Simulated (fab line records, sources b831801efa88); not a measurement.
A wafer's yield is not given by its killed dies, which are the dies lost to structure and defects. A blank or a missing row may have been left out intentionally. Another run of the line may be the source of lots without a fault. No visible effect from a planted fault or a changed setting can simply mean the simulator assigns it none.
2 desks looking at one fault || flow gf180mcu || each desk holds nothing but its own numbers, with what lay behind them at the end

## THE METROLOGY DESK
What the gauges read for every lot (on any tool): the sampled wafers with a number, averaged. A lot is out of limits, marked OUT, if its mean lies more than 4 standard deviations from the usual mean; the brackets give that distance.
Columns: A = M3_ALCU_RS at GF_M3_RS_MEAS_05, usual 0.0697 ohm/sq
{"lot": "L166", "first seen here": "day 20 06:29", "A": 0.0690}
{"lot": "L167", "first seen here": "day 20 10:25", "A": 0.0707}
{"lot": "L168", "first seen here": "day 21 03:22", "A": 0.0695}
{"lot": "L169", "first seen here": "day 21 14:20", "A": 0.0687}
{"lot": "L170", "first seen here": "day 21 18:08", "A": 0.0698}
{"lot": "L175", "first seen here": "day 23 23:13", "A": 0.0689}
{"lot": "L178", "first seen here": "day 24 21:30", "A": 0.0700}
{"lot": "L182", "first seen here": "day 26 08:50", "A": 0.0697}
{"lot": "L183", "first seen here": "day 26 14:18", "A": 0.0705}
{"lot": "L186", "first seen here": "day 27 06:29", "A": 0.0705}
{"lot": "L187", "first seen here": "day 27 18:38", "A": 0.0694}
{"lot": "L188", "first seen here": "day 27 19:44", "A": 0.0707}
{"lot": "L189", "first seen here": "day 28 01:35", "A": 0.0700}
Result from this desk: across the 13 lots, nothing is out of limits.

## FOR THE TOOL OWNER'S DESK: cvd w-02
The tool's own readings at GF_V3_CVD_23 (deposits W, target thk 350 nm, time 104.9 s): means of the sampled wafers that have a number, for each lot that ran on this tool. A lot is out of limits, marked OUT, if its mean lies more than 4 standard deviations from the usual mean; the brackets give that distance.
Columns: A = chamber pressure Torr at GF_V3_CVD_23, usual 40.00 Torr; B = heater power w at GF_V3_CVD_23, usual 824 W
{"lot": "L168", "first seen here": "day 23 04:08", "A": 40.03, "B": 785}
{"lot": "L169", "first seen here": "day 23 15:09", "A": 40.04, "B": 728}
{"lot": "L170", "first seen here": "day 23 18:59", "A": 39.98, "B": 778}
{"lot": "L175", "first seen here": "day 25 21:18", "A": "38.80 (-14) OUT", "B": 729}
{"lot": "L178", "first seen here": "day 26 17:32", "A": "38.81 (-14) OUT", "B": 774}
{"lot": "L186", "first seen here": "day 29 00:55", "A": 39.95, "B": 735}
{"lot": "L187", "first seen here": "day 29 10:58", "A": 39.95, "B": 729}
{"lot": "L188", "first seen here": "day 29 12:35", "A": 39.98, "B": 783}
{"lot": "L189", "first seen here": "day 29 16:50", "A": 39.98, "B": 669}
This desk finds L175, L178 out of limits, L175 being first, at day 25 21:18 (chamber pressure Torr at GF_V3_CVD_23). Within limits: L168, L169, L170, L186, L187, L188, L189.

## TAKEN TOGETHER
The tool owner's desk could have raised an alarm at day 25 21:18, on L175, L178.
At the metrology desk, nothing out of limits was observed.
The metrology desk holds a record of L175, L178, inside its limits.
The lots listed all ran GF_V3_CVD_23 on cvd w-02.

## WHAT THE SIMULATOR HAD INSERTED
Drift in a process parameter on cvd w-02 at GF_V3_CVD_23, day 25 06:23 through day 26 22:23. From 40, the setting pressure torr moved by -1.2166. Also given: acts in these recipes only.
Lots struck among those shown: L175, L178.
Each desk's first reading out of limits, in hours after the fault started: the tool owner's desk, 15.
